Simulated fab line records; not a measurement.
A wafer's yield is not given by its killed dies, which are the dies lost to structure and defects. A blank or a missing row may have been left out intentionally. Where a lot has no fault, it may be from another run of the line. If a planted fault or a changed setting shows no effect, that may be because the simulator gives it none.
fab line records -- flow gf180mcu
record: lots: 6, wafers: 18, last-day: 34
route steps=602 shown M5@538 V5@540
lots that met no fault: taken from a fault-free run of the same line
start-h: hours from the record's first day to the start of the lot's first wafer shown -- wait-h: time in hours since the lot's previous step -- " same as the row above -- L1.1+2: a row that stands for several wafers -- - no value, or no start was given -- * or withheld: withheld -- < > ~ a bound
route shown NAME@n: names a module that has steps shown in the file, with the first one's number in the route -- usual: average and standard deviation across the fault-free wafers -- same: alike in all rows -- chamber/n: place in a boat -- sites: per-site readings -- _std_site: their standard deviation -- _edge_site: mean of outer sites minus mean of inner sites -- radius-mm: how far each site lies from the wafer's centre -- mask NAME#n: copy n -- behind: tool/chamber where the wafer was last shaped -- hold: the reason the lot was held/the length of the hold in hours/how it ended -- device: the transistor (n, p or np) that didn't switch -- end of line: the route-end tests of the same wafers -- where a step has no rows: the recipe by itself -- killed: count of dies lost to structure and defects at first sort (not the wafer's yield) -- map: a wafer's dies, x killed, . not, _ none there
set.NAME: the run value of the setting; set.NAME@STEP: its run value at that earlier step -- model.NAME: the simulator's own value behind a step, which no gauge read
lots at selected steps of the route; one table per step, one row per wafer
services: a tool's chamber out of use, with start hour (start-h, from the record's first day; less than 0 if before it), hours out, and reason
== steps ==
step: GF_M5_STRIP_12
recipe: chemistry: post-etch-residue-remover, time-s: 1200, temp-c: 72.5
step: GF_M5_CLEAN_13
recipe: chemistry: DIW, dry: n2-spin
step: GF_V5_CVD_00
recipe: material: SiO2, target-thk-nm: 300, sigma-open-frac: 0.3, temp-c: 400, time-s: 50, sih4-flow-sccm: 60, pressure-mtorr: 6
step: GF_V5_THK_MEAS_01
recipe: reads: SiO2_of_V5_CVD_00
usual: V5_CVD_00_THK: 302/3
lot.wafer,tool,chamber,start-h,wait-h,V5_CVD_00_THK[nm]
L959.1,film-metro-02,-,602.26,0.0,299
L959.2,film-metro-02,-,602.26,0.0,301
L959.3,film-metro-02,-,602.26,0.0,299
L965.2,film-metro-02,-,667.58,0.0,305
L965.5,film-metro-02,-,667.58,0.0,304
L965.6,film-metro-02,-,667.58,0.0,303
L970.1,film-metro-03,-,695.17,0.0,300
L970.2,film-metro-03,-,695.17,0.0,303
L970.6,film-metro-03,-,695.17,0.0,304
L974.1,film-metro-03,-,721.40,0.0,305
L974.3,film-metro-03,-,721.40,0.0,299
L974.6,film-metro-03,-,721.40,0.0,301
L976.3,film-metro-04,-,728.85,0.0,304
L976.4,film-metro-04,-,728.85,0.0,304
L976.5,film-metro-04,-,728.85,0.0,302
L982.3,film-metro-02,-,762.41,0.0,305
L982.4,film-metro-02,-,762.41,0.0,303
L982.6,film-metro-02,-,762.41,0.0,306
step: GF_V5_CVD_02
recipe: material: SiO2, target-thk-nm: 1450, precursor: TEOS, temp-c: 400, time-s: 163.28, rf-w: 600
usual: heater-power-w: 662/110
lot.wafer,tool,chamber,start-h,wait-h,heater-power-w
L959.1,pecvd-03,2,602.32,0.1,778
L959.2,pecvd-03,1,602.32,0.1,718
L959.3,pecvd-03,0,602.32,0.1,574
L965.2,pecvd-02,1,667.63,0.0,763
L965.5,pecvd-02,0,667.63,0.0,729
L965.6,pecvd-02,2,667.63,0.0,600
L970.1,pecvd-02,0,695.23,0.1,808
L970.2,pecvd-02,1,695.23,0.1,609
L970.6,pecvd-02,1,695.23,0.1,732
L974.1,pecvd-01,0,721.46,0.1,528
L974.3,pecvd-01,2,721.46,0.1,713
L974.6,pecvd-01,2,721.46,0.1,777
L976.3,pecvd-01,0,728.89,0.0,519
L976.4,pecvd-01,0,728.89,0.0,597
L976.5,pecvd-01,1,728.89,0.0,429
L982.3,pecvd-01,2,762.45,0.0,760
L982.4,pecvd-01,2,762.45,0.0,636
L982.6,pecvd-01,0,762.45,0.0,494
step: GF_V5_THK_MEAS_03
recipe: reads: SiO2_of_V5_CVD_02
usual: V5_CVD_02_THK: 1449/18
lot.wafer,tool,chamber,start-h,wait-h,V5_CVD_02_THK[nm]
L959.1,film-metro-03,-,602.42,0.1,1421
L959.2,film-metro-03,-,602.42,0.1,1434
L959.3,film-metro-03,-,602.42,0.1,1436
L965.2,film-metro-03,-,667.75,0.1,1464
L965.5,film-metro-03,-,667.75,0.1,1474
L965.6,film-metro-03,-,667.75,0.1,1470
L970.1,film-metro-04,-,695.34,0.1,1439
L970.2,film-metro-04,-,695.34,0.1,1465
L970.6,film-metro-04,-,695.34,0.1,1477
L974.1,film-metro-04,-,721.57,0.1,1434
L974.3,film-metro-04,-,721.57,0.1,1438
L974.6,film-metro-04,-,721.57,0.1,1464
L976.3,film-metro-03,-,729.01,0.1,1421
L976.4,film-metro-03,-,729.01,0.1,1439
L976.5,film-metro-03,-,729.01,0.1,1453
L982.3,film-metro-02,-,762.57,0.1,1436
L982.4,film-metro-02,-,762.57,0.1,1481
L982.6,film-metro-02,-,762.57,0.1,1467
step: GF_V5_CMP_04
recipe: material: SiO2, down-force-psi: 4, platen-rpm: 60, pad-velocity-m-s: 0.94248
usual: motor-current-A: 12.1/1.2
lot.wafer,tool,chamber,start-h,wait-h,motor-current-A
L959.2,cmp-01,3,602.48,0.0,11.8
L959.3,cmp-01,0,602.48,0.0,12.3
L959.1,cmp-01,1,602.48,0.0,12.0
L965.2,cmp-02,1,667.80,0.0,14.8
L965.6,cmp-02,1,667.80,0.0,15.1
L965.5,cmp-02,2,667.80,0.0,12.4
L970.1,cmp-02,3,695.45,0.1,12.6
L970.2,cmp-02,1,695.45,0.1,13.7
L970.6,cmp-02,3,695.45,0.1,12.6
L974.3,cmp-01,2,721.68,0.1,11.2
L974.1,cmp-01,0,721.68,0.1,12.5
L974.6,cmp-01,2,721.68,0.1,10.8
L976.4,cmp-01,1,729.15,0.1,11.6
L976.3,cmp-01,2,729.15,0.1,10.6
L976.5,cmp-01,0,729.15,0.1,13.0
L982.4,cmp-02,0,762.61,0.0,10.2
L982.3,cmp-02,2,762.61,0.0,12.1
L982.6,cmp-02,0,762.61,0.0,10.7
step: GF_V5_BOW_MEAS_05
recipe: mode: bow
usual: V5_BOW: 133/10
lot.wafer,tool,chamber,start-h,wait-h,V5_BOW[um]
L959.1,film-metro-02,-,602.78,0.1,135
L959.2,film-metro-02,-,602.78,0.1,136
L959.3,film-metro-02,-,602.78,0.1,131
L965.2,film-metro-02,-,668.12,0.3,107
L965.5,film-metro-02,-,668.12,0.3,116
L965.6,film-metro-02,-,668.12,0.3,110
L970.1,film-metro-03,-,695.70,0.2,117
L970.2,film-metro-03,-,695.70,0.2,115
L970.6,film-metro-03,-,695.70,0.2,129
L974.1,film-metro-02,-,721.98,0.2,118
L974.3,film-metro-02,-,721.98,0.2,113
L974.6,film-metro-02,-,721.98,0.2,126
L976.3,film-metro-03,-,729.39,0.1,130
L976.4,film-metro-03,-,729.39,0.1,130
L976.5,film-metro-03,-,729.39,0.1,124
L982.3,film-metro-03,-,762.95,0.2,133
L982.4,film-metro-03,-,762.95,0.2,135
L982.6,film-metro-03,-,762.95,0.2,136
step: GF_V5_DEHYDRATE_06
recipe: temp-c: 200, time-s: 60
step: GF_V5_HMDS_07
recipe: prime-time-s: 60, prime-temp-c: 120
step: GF_V5_COAT_08
recipe: resist: BARC, temp-c: withheld, time-s: withheld, spin-rpm: withheld, resist-thk-nm: withheld
step: GF_V5_COAT_09
recipe: resist: KrF, spin-rpm: withheld, resist-thk-nm: 1000
step: GF_V5_SOFTBAKE_10
recipe: temp-c: 130, time-s: 60, resist: KrF
usual: heater-power-total-W: 93.05/0.056, plate-temp-C: 129.99/0.12
lot.wafer,tool,chamber,start-h,wait-h,heater-power-total-W,plate-temp-C,model.KrF_of_V5_COAT_09.thk-nm
L959.1,litho-track-03,0,613,-,93.04,130.01,1001
L959.2,litho-track-03,0,613,-,92.96,129.99,998.5
L959.3,litho-track-03,0,613,-,92.97,129.85,997.4
L965.2,litho-track-03,0,677,-,93.10,129.91,999.8
L965.5,litho-track-03,0,677,-,93.10,130.01,1000
L965.6,litho-track-03,0,677,-,93.13,130.13,999
L970.1,litho-track-03,0,705,-,106.30,144.08,990
L970.2,litho-track-03,0,705,-,106.55,144.06,985.8
L970.6,litho-track-03,0,705,-,106.58,144.18,987.8
L974.1,litho-track-03,0,730,-,106.59,144.49,984.3
L974.3,litho-track-03,0,730,-,106.55,144.33,981.4
L974.6,litho-track-03,0,731,-,106.54,144.35,986.9
L976.3,litho-track-01,0,738,-,93.06,129.78,999.1
L976.4,litho-track-01,0,738,-,93.04,129.92,1002
L976.5,litho-track-01,0,738,-,92.95,129.91,1002
L982.3,litho-track-01,0,771,-,93.03,129.79,999
L982.4,litho-track-01,0,771,-,92.98,130.15,1004
L982.6,litho-track-01,0,771,-,92.96,129.87,1000
step: GF_V5_EXPOSE_11
recipe: mask-id: Via5, target-cd-nm: 260, na: 0.68, source-shape: conventional, sigma-outer: 0.6, dose-mj: 38
step: GF_V5_PEB_12
recipe: peb-temp-c: 135, peb-time-s: 90, resist: KrF
step: GF_V5_DEVELOP_13
recipe: develop-time-s: 60, resist: KrF, dev-temp-c: 21
usual: developer-temp-C: 20.99/0.11
lot.wafer,tool,chamber,start-h,wait-h,developer-temp-C,model.KrF_of_V5_COAT_09.thk-nm
L959.1,litho-track-01,0,623.34,0.2,21.05,986
L959.2,litho-track-01,0,623.34,0.2,21.20,983.5
L959.3,litho-track-01,0,623.34,0.2,21.19,982.4
L965.2,litho-track-03,0,686.09,0.2,21.00,984.8
L965.5,litho-track-03,0,686.09,0.2,20.95,985.1
L965.6,litho-track-03,0,686.09,0.2,20.99,984
L970.1,litho-track-03,0,713.66,0.2,21.00,975.3
L970.2,litho-track-03,0,713.66,0.2,20.97,971.1
L970.6,litho-track-03,0,713.66,0.2,20.76,973.1
L974.1,litho-track-02,0,739.95,0.2,20.85,969.6
L974.3,litho-track-02,0,739.95,0.2,20.83,966.7
L974.6,litho-track-02,0,739.95,0.2,20.89,972.2
L976.3,litho-track-01,0,746.64,0.1,20.92,984.1
L976.4,litho-track-01,0,746.64,0.1,21.10,986.7
L976.5,litho-track-01,0,746.64,0.1,21.05,986.8
L982.3,litho-track-01,0,778.84,0.1,20.91,984
L982.4,litho-track-01,0,778.84,0.1,20.94,989.6
L982.6,litho-track-01,0,778.84,0.1,20.95,985.1
step: GF_V5_CD_MEAS_14
recipe: target-cd-nm: 260
usual: cd-nm: 260.0/1.3
lot.wafer,tool,chamber,start-h,wait-h,cd-nm
L959.1,cd-sem-02,-,623.49,0.1,259.6
L959.2,cd-sem-02,-,623.49,0.1,260.1
L959.3,cd-sem-02,-,623.49,0.1,260.8
L965.2,cd-sem-01,-,686.23,0.1,260.7
L965.5,cd-sem-01,-,686.23,0.1,261.9
L965.6,cd-sem-01,-,686.23,0.1,259.9
L970.1,cd-sem-01,-,713.81,0.1,314.3
L970.2,cd-sem-01,-,713.81,0.1,315.3
L970.6,cd-sem-01,-,713.81,0.1,314.4
L974.1,cd-sem-02,-,740.10,0.1,303.6
L974.3,cd-sem-02,-,740.10,0.1,303.4
L974.6,cd-sem-02,-,740.10,0.1,303.6
L976.3,cd-sem-02,-,746.78,0.1,261.8
L976.4,cd-sem-02,-,746.78,0.1,260.6
L976.5,cd-sem-02,-,746.78,0.1,261.5
L982.3,cd-sem-02,-,778.98,0.1,258.5
L982.4,cd-sem-02,-,778.98,0.1,259.6
L982.6,cd-sem-02,-,778.98,0.1,259.9
step: GF_V5_OVL_MEAS_15
usual: V5_OVL: -3/4.8
lot.wafer,tool,chamber,start-h,wait-h,V5_OVL[nm]
L959.1,overlay-01,-,623.61,0.1,-4
L959.2,overlay-01,-,623.61,0.1,-2
L959.3,overlay-01,-,623.61,0.1,-4
L965.2,overlay-02,-,686.34,0.1,-1
L965.5,overlay-02,-,686.34,0.1,3
L965.6,overlay-02,-,686.34,0.1,-7
L970.1,overlay-02,-,713.93,0.1,-2
L970.2,overlay-02,-,713.93,0.1,-2
L970.6,overlay-02,-,713.93,0.1,-6
L974.1,overlay-01,-,740.22,0.1,-1
L974.3,overlay-01,-,740.22,0.1,2
L974.6,overlay-01,-,740.22,0.1,-2
L976.3,overlay-02,-,746.87,0.1,-10
L976.4,overlay-02,-,746.87,0.1,-5
L976.5,overlay-02,-,746.87,0.1,-6
L982.3,overlay-02,-,779.07,0.1,10
L982.4,overlay-02,-,779.07,0.1,1
L982.6,overlay-02,-,779.07,0.1,1
step: GF_V5_ETCH_16
recipe: chemistry: N2/H2, target-depth-a: withheld, overetch-a: withheld, time-s: withheld, target: BARC, ion-energy-ev: 200, source-w: 500, bias-w: 100, pressure-mtorr: 30, n2-flow-sccm: 100, h2-flow-sccm: 200
usual: chamber-pressure-mTorr: 30.002/0.028, drypump-motor-current-A: 5.9/0.37, oes-product-au: 0.855/0.0045, throttle-valve-pct: 13.225/0.0097
lot.wafer,tool,chamber,start-h,wait-h,chamber-pressure-mTorr,drypump-motor-current-A,oes-product-au,throttle-valve-pct,model.V5.cd-nm
L959.1,rie-diel-01,1,623.65,0.0,29.996,5.9,0.858,13.205,259.7
L959.2,rie-diel-01,0,623.65,0.0,30.025,5.9,0.857,13.229,259.4
L959.3,rie-diel-01,2,623.65,0.0,30.002,5.8,0.852,13.233,261.7
L965.2,rie-diel-04,2,686.37,0.0,29.977,5.2,0.862,13.215,261.2
L965.5,rie-diel-04,1,686.37,0.0,29.993,6.1,0.857,13.229,261.7
L965.6,rie-diel-04,0,686.37,0.0,29.986,5.4,0.858,13.193,260
L970.1,rie-diel-01,0,713.97,0.0,29.958,5.9,0.863,13.240,314.3
L970.2,rie-diel-01,3,713.97,0.0,29.987,6.0,0.853,13.223,314.5
L970.6,rie-diel-01,1,713.97,0.0,29.989,5.9,0.855,13.227,313.9
L974.1,rie-diel-04,1,740.26,0.0,30.026,6.1,0.858,13.217,302.7
L974.3,rie-diel-04,3,740.26,0.0,29.947,6.2,0.858,13.226,304
L974.6,rie-diel-04,1,740.26,0.0,29.999,6.1,0.855,13.224,302.9
L976.3,rie-diel-02,2,746.90,0.0,29.997,5.7,0.850,13.225,261.2
L976.4,rie-diel-02,0,746.90,0.0,30.019,6.4,0.858,13.227,260.8
L976.5,rie-diel-02,0,746.90,0.0,29.984,6.4,0.857,13.221,261.8
L982.3,rie-diel-02,0,779.10,0.0,30.018,6.4,0.864,13.236,259
L982.4,rie-diel-02,1,779.10,0.0,30.027,6.4,0.862,13.224,259.7
L982.6,rie-diel-02,3,779.10,0.0,30.005,5.2,0.859,13.230,259.9
step: GF_V5_ETCH_17
recipe: chemistry: C4F8/O2/Ar, mask-material: KrF, target: SiO2, stop-on: TiN, source-w: 1500, bias-w: 1200, pressure-mtorr: 40, c4f8-flow-sccm: withheld, O2_flow_sccm: 6, Ar_flow_sccm: 300, time-s: withheld, target-depth-a: 8550
usual: chamber-pressure-mTorr: 40.00/0.036, oes-product-au: 0.859/0.0038
lot.wafer,tool,chamber,start-h,wait-h,chamber-pressure-mTorr,oes-product-au,model.V5.cd-nm
L959.1,rie-diel-01,1,-,-,39.98,0.852,259.6
L959.2,rie-diel-01,0,-,-,40.05,0.853,259.5
L959.3,rie-diel-01,2,-,-,40.04,0.860,261.3
L965.2,rie-diel-04,2,-,-,40.04,0.868,261.3
L965.5,rie-diel-04,1,-,-,40.02,0.863,262.5
L965.6,rie-diel-04,0,-,-,39.99,0.851,259.1
L970.1,rie-diel-01,0,-,-,39.97,0.859,314.5
L970.2,rie-diel-01,3,-,-,39.98,0.850,314.4
L970.6,rie-diel-01,1,-,-,40.01,0.852,314.1
L974.1,rie-diel-04,1,-,-,39.99,0.858,302.9
L974.3,rie-diel-04,3,-,-,39.99,0.858,303.7
L974.6,rie-diel-04,1,-,-,39.98,0.853,302.8
L976.3,rie-diel-02,2,-,-,40.04,0.862,259.7
L976.4,rie-diel-02,0,-,-,39.95,0.852,260.4
L976.5,rie-diel-02,0,-,-,40.04,0.859,261
L982.3,rie-diel-02,0,-,-,40.04,0.858,258.8
L982.4,rie-diel-02,1,-,-,40.01,0.857,259.2
L982.6,rie-diel-02,3,-,-,39.95,0.861,260.2
step: GF_V5_STRIP_18
recipe: chemistry: O2/N2, power-w: 1400, pressure-mtorr: 1500, platen-temp-c: 250, o2-flow-sccm: 3000, n2-flow-sccm: 300, overash-fraction: 0.5
usual: chamber-pressure-mTorr: 1499.8/1.2, drypump-motor-current-A: 5.7/0.6, heater-power-w: 332/25, oes-product-au: 0.569/0.0047
lot.wafer,tool,chamber,start-h,wait-h,chamber-pressure-mTorr,drypump-motor-current-A,heater-power-w,oes-product-au,rf-hours-counter-h
L959.1,plasma-asher-03,0,623.80,-,1498.8,5.9,343,0.564,61
L959.2,plasma-asher-03,1,623.80,-,1500.3,5.8,329,0.565,61
L959.3,plasma-asher-03,1,623.80,-,1502.1,5.8,331,0.569,-
L965.2,plasma-asher-02,1,686.52,-,1499.2,6.8,366,0.563,28
L965.5,plasma-asher-02,1,686.52,-,1502.6,6.7,376,0.570,-
L965.6,plasma-asher-02,0,686.52,-,1500.8,5.4,344,0.576,-
L970.1,plasma-asher-02,0,714.12,-,1500.0,5.4,338,0.571,31
L970.2,plasma-asher-02,1,714.12,-,1500.3,6.8,370,0.552,31
L970.6,plasma-asher-02,1,714.12,-,1501.2,6.8,363,0.559,-
L974.1,plasma-asher-02,1,740.41,-,1502.4,6.8,371,0.559,34
L974.3,plasma-asher-02,1,740.41,-,1500.5,6.8,364,0.564,-
L974.6,plasma-asher-02,0,740.41,-,1498.7,5.4,335,0.569,-
L976.3,plasma-asher-04,0,747.08,-,1499.6,5.2,297,0.564,-
L976.4,plasma-asher-04,1,747.08,-,1499.4,5.2,296,0.570,-
L976.5,plasma-asher-04,1,747.08,-,1499.1,5.2,298,0.574,-
L982.3,plasma-asher-04,0,779.28,-,1500.5,5.2,298,0.568,-
L982.4,plasma-asher-04,1,779.28,-,1498.2,5.2,297,0.566,-
L982.6,plasma-asher-04,1,779.28,-,1500.5,5.3,302,0.564,-
== services ==
tool,chamber,start-h,hours,kind
rie-diel-02,-,586.09,0.2,repair
pecvd-01,-,592.29,5.4,repair
rie-diel-04,3,614.69,8.5,repair
cmp-01,-,629.68,1.1,repair
pecvd-01,-,629.85,28.1,pm
rie-diel-01,3,639.60,5.4,repair
cmp-02,-,639.71,0.6,repair
rie-diel-04,0,641.07,2.5,repair
cmp-01,-,642.53,3.5,repair
rie-diel-01,2,642.68,3.5,repair
rie-diel-04,2,678.93,2.7,repair
rie-diel-01,-,698.49,0.7,repair
rie-diel-02,0,699.44,2.8,repair
cmp-01,-,699.74,6.8,repair
pecvd-01,-,707.70,3.3,repair
rie-diel-01,-,716.79,0.2,repair
rie-diel-04,2,725.39,39.6,repair
pecvd-01,-,727.71,0.8,repair
plasma-asher-02,-,735.06,2.0,repair
cmp-02,-,744.23,4.0,pm
pecvd-01,-,744.81,0.3,repair
cmp-02,-,748.08,1.2,repair
rie-diel-04,0,754.60,3.9,repair
cmp-02,-,758.79,3.5,pm
== key ==
first-sign: step: GF_V5_SOFTBAKE_10, reading: heater-power-total-W, direction: up, sigmas: 99+, usual: 93.05, struck: 106.52
effect: step: GF_V5_SOFTBAKE_10, reading: plate-temp-C, direction: up, sigmas: 99+, usual: *, struck: *
effect: step: GF_V5_CD_MEAS_14, reading: cd-nm, direction: up, sigmas: 38, usual: 260.0, struck: 309.1, through: control-loop
model-effect: step: GF_V5_SOFTBAKE_10, value: KrF_of_V5_COAT_09.thk-nm, without: 1002, struck: 986
model-effect: step: GF_V5_DEVELOP_13, value: KrF_of_V5_COAT_09.thk-nm, without: 986.9, struck: 971.3
model-effect: step: GF_V5_ETCH_16, value: V5.cd-nm, without: 257.9, struck: 308.7
model-effect: step: GF_V5_ETCH_17, value: V5.cd-nm, without: 257.9, struck: 308.7
met-at GF_V5_SOFTBAKE_10
struck-wafers L970.1,L970.2,L970.6,L974.1,L974.3,L974.6
later-rows-left-out L970.1,L970.2,L970.6
sort-left-out L970.1,L970.2,L970.6,L974.1,L974.3,L974.6
loop-trim: step: GF_V5_EXPOSE_11, setting: dose, lots: L974
onset-between 677 705
fault: kind: process-parameter-drift, tool: litho-track-03, chamber: -, onset-h: 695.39, steps: GF_V5_SOFTBAKE_10, channel: temp-c, offset: *, shape: step, end-h: 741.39, acts-in: *, stated: *
sort-left-out: the simulated sort isn't trusted on such a fault, so these wafers' sort isn't shown, and their yield isn't known
later-rows-left-out: the simulator's readings of these wafers behind a module that went badly wrong aren't trusted and aren't shown, but for the sort
loop-trim: a control loop set the setting to another value than it would have without faults
